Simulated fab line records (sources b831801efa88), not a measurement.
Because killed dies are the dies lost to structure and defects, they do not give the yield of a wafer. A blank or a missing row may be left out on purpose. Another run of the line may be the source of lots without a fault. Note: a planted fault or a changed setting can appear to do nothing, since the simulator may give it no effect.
One fault through the eyes of 2 desks | flow gf180mcu | numbers are kept per desk, each desk with only its own; the story behind them comes last

== THE TOOL OWNER'S DESK: cvd-w-02 ==
The tool's own readings at GF_CONTACT_CVD_24 (deposits W, target thk 300 nm, time 90.339 s): means of the sampled wafers that have a number, for each lot that ran on this tool. Marked OUT: a lot whose mean sits more than 4 standard deviations from the usual mean, which makes it out of limits; the brackets give that distance.
Columns: A = heater-power-w at GF_CONTACT_CVD_24, usual 869 W
lot  | first seen here | A
L989 | day 18 20:53    | 827
L992 | day 19 18:25    | 838
L993 | day 20 04:55    | 830
L100 | day 22 20:11    | 838
L101 | day 23 07:40    | 827
L102 | day 23 10:59    | 837
This desk's finding: nothing out of limits on any of the 6 lots.

== FROM THE METROLOGY DESK ==
Means of the sampled wafers that have a number, per lot and without regard to the tool the lot ran on: this is what the gauges read. Marked OUT: a lot whose mean sits more than 4 standard deviations from the usual mean, which makes it out of limits; the brackets give that distance.
Columns: A = cd-nm at GF_CONTACT_CD_MEAS_14, usual 220.4 nm; B = CONTACT_W_RS at GF_CONTACT_RS_MEAS_25, usual 0.386 ohm/sq; C = CONTACT_W_THK at GF_CONTACT_THK_MEAS_26, usual 291 nm
lot  | first seen here | A     | B               | C
L989 | day 18 20:12    | 219.1 | 0.331 (-13) OUT | 344 (+15) OUT
L992 | day 19 17:43    | 218.9 | 0.277 (-25) OUT | 401 (+31) OUT
L993 | day 20 04:13    | 221.2 | 0.277 (-25) OUT | 398 (+30) OUT
L995 | day 20 21:24    | 223.0 | 0.381           | 296
L997 | day 21 14:34    | 220.8 | 0.382           | 293
L998 | day 21 21:08    | 219.0 | 0.387           | 291
L999 | day 22 08:35    | 220.9 | 0.381           | 295
L100 | day 22 19:27    | 221.6 | 0.389           | 290
L101 | day 23 06:46    | 222.4 | 0.384           | 289
L102 | day 23 09:58    | 221.5 | 0.397           | 283
L103 | day 23 12:31    | 219.2 | 0.384           | 294
L104 | day 23 16:41    | 221.5 | 0.386           | 292
L105 | day 24 06:22    | 222.4 | 0.385           | 293
This desk reports L989, L992, L993 out of limits; the earliest was L989 at day 18 21:01 (CONTACT_W_RS at GF_CONTACT_RS_MEAS_25). In limits: L995, L997, L998, L999, L100, L101, L102, L103, L104, L105.

== ALL TOGETHER ==
The metrology desk could have raised an alarm at day 18 21:01, on L989, L992, L993.
Nothing out of limits was seen by the tool owner's desk.
The tool owner's desk has L989, L992, L993 on record, within its limits.
On cvd-w-02, each named lot ran GF_CONTACT_CVD_24.

== WHAT WAS PUT IN BY THE SIMULATOR ==
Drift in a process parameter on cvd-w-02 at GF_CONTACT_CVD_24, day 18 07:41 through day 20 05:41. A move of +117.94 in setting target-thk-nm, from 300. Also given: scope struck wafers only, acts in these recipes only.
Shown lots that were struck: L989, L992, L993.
Time in hours between the start of the fault and the first out-of-limits reading at each desk: metrology desk, 13.
